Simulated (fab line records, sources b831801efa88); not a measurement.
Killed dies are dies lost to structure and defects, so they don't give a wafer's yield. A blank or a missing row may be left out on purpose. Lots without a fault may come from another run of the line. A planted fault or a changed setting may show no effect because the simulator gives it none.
Chamber matching | flow gf180mcu | GF_POLY_GATE_ETCH_12 on rie_diel-01: 4 sister chambers
The step etches BARC in N2/H2. 7 wafers are shown with their chamber, then 8 later ones without.

WAFERS WITH THEIR CHAMBER
wafer  | chamber | oes_product_au (a.u.) | throttle_valve_pct (%)
L084.6 | 3       | 0.732                 | 13.219
L087.4 | 1       | 0.729                 | 13.210
L087.6 | 2       | 0.738                 | 13.211
L088.1 | 2       | 0.734                 | 13.212
L088.3 | 1       | 0.740                 | 13.231
L088.6 | 0       | 0.738                 | 13.214
L089.1 | 3       | 0.737                 | 13.217

WAFERS WITHOUT THEIR CHAMBER
wafer  | oes_product_au (a.u.) | throttle_valve_pct (%)
L089.3 | 0.742                 | 13.204
L089.4 | 0.735                 | 13.216
L091.2 | 0.732                 | 13.216
L091.3 | 0.731                 | 13.207
L091.6 | 0.727                 | 13.229
L095.1 | 0.733                 | 13.207
L095.3 | 0.741                 | 13.227
L095.4 | 0.736                 | 13.222

WHICH CHAMBER EACH WENT THROUGH
wafer  | from the rows above               | in truth
L089.3 | can't be placed: 0 or 2 or 3 or 1 | 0
L089.4 | can't be placed: 3 or 1 or 2 or 0 | 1
L091.2 | can't be placed: 3 or 1 or 2 or 0 | 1
L091.3 | can't be placed: 2 or 3 or 0 or 1 | 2
L091.6 | can't be placed: 1 or 3 or 2 or 0 | 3
L095.1 | can't be placed: 2 or 0 or 3 or 1 | 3
L095.3 | can't be placed: 1 or 0 or 3 or 2 | 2
L095.4 | can't be placed: 1 or 3 or 0 or 2 | 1
Placed correctly: 0 of 8. Can't be placed from these rows: 8 (the true chamber is among the candidates in 8). Placed wrongly: 0.
How it was worked out, from the rows above alone: a wafer's distance from a chamber is the root of the sum, over the readings, of the square of ((its reading less the chamber's mean) divided by the reading's scatter). The wafer belongs to the nearest chamber; if the next one is less than 2 further off, it can't be placed. A chamber's mean is the mean of its shown wafers. The scatter: the root of (the sum of the squares of (reading less its chamber's mean) over the shown wafers, divided by (wafers less chambers)).
